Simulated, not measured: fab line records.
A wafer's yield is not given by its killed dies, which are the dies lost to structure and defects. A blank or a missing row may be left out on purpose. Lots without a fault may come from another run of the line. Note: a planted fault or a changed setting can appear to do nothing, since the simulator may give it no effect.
A struck lot beside a sound one | flow gf180mcu | 15 out of 602 route steps
Sound: wafers L467.1, L467.3, L467.6. Struck: wafers L474.1, L474.2, L474.6. Last of all comes the cause.
At each step with rows: each side's tool, then ch and its chambers, then its first start. Under that, the readings that differ: sound wafers | struck wafers | difference of the means | sigmas: that difference in standard deviations of wafers without a fault.
alike: readings whose means differ by less than 2 such deviations, and words and numbers that are the same on both sides. not compared: withheld readings, readings that some wafer has no value for, bounds like >300 that may hide the same value, and numbers for which the record gives no deviation and whose values overlap.
A row with sigmas, a row that says differs or no value, or rows on one side alone: a step with any of these is where the two part. Non-overlapping numbers with no deviation appear without sigmas and do not part them. A reading that every wafer of one side lacks parts them only if that side has two wafers or more.

GF_VT_IMPLANT_OVL_MEAS_29:
  sound on overlay-02 at day 8 04:53; struck on overlay-02 at day 10 04:16
  alike: VT_IMPLANT_02_OVL
next, for these wafers, 1 step has no rows: GF_VT_IMPLANT_IMPLANT_30.
GF_VT_IMPLANT_STRIP_31: strips in O2/N2.
  sound on plasma-asher-02 ch 0,1, day 8 05:04; struck on plasma-asher-03 ch 0,1, day 10 04:27
  alike: drypump-motor-current-A, heater-power-w, o2-flow-sccm, oes-product-au, strip-time-to-endpoint-s
  not compared: rf-hours-counter-h
GF_VT_IMPLANT_TW_MEAS_32:
  sound on film-metro-04 at day 8 05:11; struck on film-metro-04 at day 10 04:33
  alike: VT_IMPLANT_3_TW
then, 7 steps without rows for these wafers: GF_VT_IMPLANT_DEHYDRATE_33 (time 60 s); GF_VT_IMPLANT_HMDS_34 (prime time 60 s); GF_VT_IMPLANT_COAT_35 (resist thk 1000 nm); GF_VT_IMPLANT_SOFTBAKE_36 (time 60 s); GF_VT_IMPLANT_EXPOSE_37 (exposes mask Nwell HV AREA, target cd 860 nm); GF_VT_IMPLANT_PEB_38; GF_VT_IMPLANT_DEVELOP_39 (develop time 58.98 s).
GF_VT_IMPLANT_OVL_MEAS_40:
  sound on overlay-01 at day 8 21:32; struck on overlay-02 at day 10 23:12
  alike: VT_IMPLANT_03_OVL
GF_VT_IMPLANT_IMPLANT_41:
  sound on implanter-04 ch 0, day 8 21:34; struck on implanter-04 ch 0, day 10 23:14
  reading            | sound                           | struck                          | difference  | sigmas
  dose-ions-cm2      | 1.0123e+12 1.014e+12 1.0125e+12 | 5.4627e+12 5.462e+12 5.4607e+12 | +4.4489e+12 | +99 or more
  faraday-current-uA | 5.79 5.97 5.72                  | 31.01 31.04 30.46               | +25.01      | +99 or more
  alike: beam-on-s, tilt-deg
GF_VT_IMPLANT_STRIP_42: strips in O2/N2.
  sound on plasma-asher-01 ch 0,1, day 8 21:43; struck on plasma-asher-03 ch 0,1, day 10 23:23
  alike: drypump-motor-current-A, heater-power-w, o2-flow-sccm, oes-product-au, strip-time-to-endpoint-s
  not compared: rf-hours-counter-h
GF_VT_IMPLANT_TW_MEAS_43:
  sound on film-metro-01 at day 8 21:49; struck on film-metro-04 at day 10 23:46
  reading         | sound       | struck         | difference | sigmas
  VT_IMPLANT_4_TW | 693 698 696 | 1160 1169 1159 | +467       | +71
  not compared: hold

== WHERE THEY PART ==
Earliest at GF_VT_IMPLANT_IMPLANT_41; latest, in this record, at GF_VT_IMPLANT_TW_MEAS_43.

WHY: whatever the simulator had introduced
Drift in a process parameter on implanter-04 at GF_VT_IMPLANT_IMPLANT_41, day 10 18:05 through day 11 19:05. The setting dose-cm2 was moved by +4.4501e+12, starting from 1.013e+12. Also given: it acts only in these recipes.
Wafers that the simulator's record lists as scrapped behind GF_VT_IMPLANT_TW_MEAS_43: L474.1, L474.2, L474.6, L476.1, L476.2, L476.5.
